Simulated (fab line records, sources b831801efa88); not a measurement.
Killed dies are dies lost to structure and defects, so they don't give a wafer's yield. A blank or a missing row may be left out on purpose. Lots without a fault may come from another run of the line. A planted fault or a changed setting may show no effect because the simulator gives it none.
A struck lot beside a sound one | flow gf180mcu | 14 steps out of a route of 602
Sound: wafers L644.1, L644.4, L644.5. Struck: wafers L649.1, L649.6. (L649.2 of the same lot was not struck and is left out.) The cause comes at the end.
At each step with rows: each side's tool, then ch and its chambers, then its first start. Under that, the readings that differ: sound wafers | struck wafers | difference of the means | sigmas: that difference in standard deviations of wafers without a fault.
alike: readings whose means differ by less than 2 such deviations, and words and numbers that are the same on both sides. not compared: withheld readings, readings that some wafer has no value for, bounds like >300 that may hide the same value, and numbers for which the record gives no deviation and whose values overlap.
The two part at a step that has a row with sigmas, a row that says differs or no value, or rows on one side only. Numbers that don't overlap but have no deviation are shown without sigmas and don't part them. A reading that every wafer of one side lacks parts them only if that side has two wafers or more.

GF_V1_STRIP_18: strips in O2/N2.
  sound on plasma_asher-03 ch 0,1, day 19 07:26; struck on plasma_asher-02 ch 0,1, day 21 09:44
  reading                        | sound                | struck        | difference | sigmas
  chamber_pressure_mTorr (mTorr) | 1499.1 1497.3 1500.1 | 1502.3 1502.3 | +3.5       | +2
  alike: drypump_motor_current_A, heater_power_w, o2_flow_sccm, oes_product_au
  not compared: rf_hours_counter_h
then, 3 steps without rows for these wafers: GF_V1_STRIP_19 (strips in post etch residue remover, time 1200 s); GF_V1_CLEAN_20 (cleans in DIW); GF_V1_SPUTTER_21 (material Ti, target thk 15 nm, time 80.02 s).
GF_V1_SPUTTER_22: material TiN, target thk 10 nm, time 40 s.
  sound on pvd_sputter-03, day 19 08:02; struck on pvd_sputter-01, day 21 10:22
  alike: throttle_valve_pct
then, 1 step without rows for these wafers: GF_V1_CVD_23 (deposits W, target thk 350 nm, time 105.05 s).
GF_V1_RS_MEAS_24: measures by four-point-probe.
  sound on film_metro-01, day 19 08:11; struck on film_metro-03, day 21 10:31
  alike: V1_W_RS
GF_V1_THK_MEAS_25: measures by xrf.
  sound on film_metro-01, day 19 08:19; struck on film_metro-03, day 21 10:38
  alike: V1_W_THK
GF_V1_CMP_26: polishes, stops on SiO2, t overpolish 15 s, target thk 0 nm.
  sound on cmp-01 ch 0,1, day 19 08:22; struck on cmp-02 ch 0,3, day 21 10:42
  alike: motor_current_A, overpolish_run_s, time_to_endpoint_s
then, 2 steps without rows for these wafers: GF_M2_SPUTTER_00 (material Ti, target thk 37.5 nm, time 150 s); GF_M2_SPUTTER_01 (material TiN, target thk 30 nm, time 25 s).
GF_M2_SPUTTER_02: material AlCu, target thk 450 nm, time 23.9 s.
  sound on pvd_sputter-02, day 19 08:48; struck on pvd_sputter-03, day 21 11:08
  alike: throttle_valve_pct
GF_M2_SPUTTER_03: material Ti, target thk 10 nm, time 6.7 s.
  sound on pvd_sputter-02, day 19 08:50; struck on pvd_sputter-03, day 21 11:10
  reading                               | sound            | struck      | difference | sigmas
  model.Ti_of_M2_SPUTTER_03.thk_nm (nm) | 9.962 10.5 10.18 | 14.12 13.99 | +3.84      |
  alike: substrate_temp_c, throttle_valve_pct
GF_M2_SPUTTER_04: material TiN, target thk 50 nm, time 41.7 s.
  sound on pvd_sputter-02, day 19 08:51; struck on pvd_sputter-03, day 21 11:11
  alike: throttle_valve_pct

WHERE THEY PART
Only at GF_V1_STRIP_18, within this record. Later steps at which nothing parts them and some readings are alike: GF_V1_SPUTTER_22, GF_V1_RS_MEAS_24, GF_V1_THK_MEAS_25, GF_V1_CMP_26, GF_M2_SPUTTER_02, GF_M2_SPUTTER_03, GF_M2_SPUTTER_04.

WHY: what the simulator had put in
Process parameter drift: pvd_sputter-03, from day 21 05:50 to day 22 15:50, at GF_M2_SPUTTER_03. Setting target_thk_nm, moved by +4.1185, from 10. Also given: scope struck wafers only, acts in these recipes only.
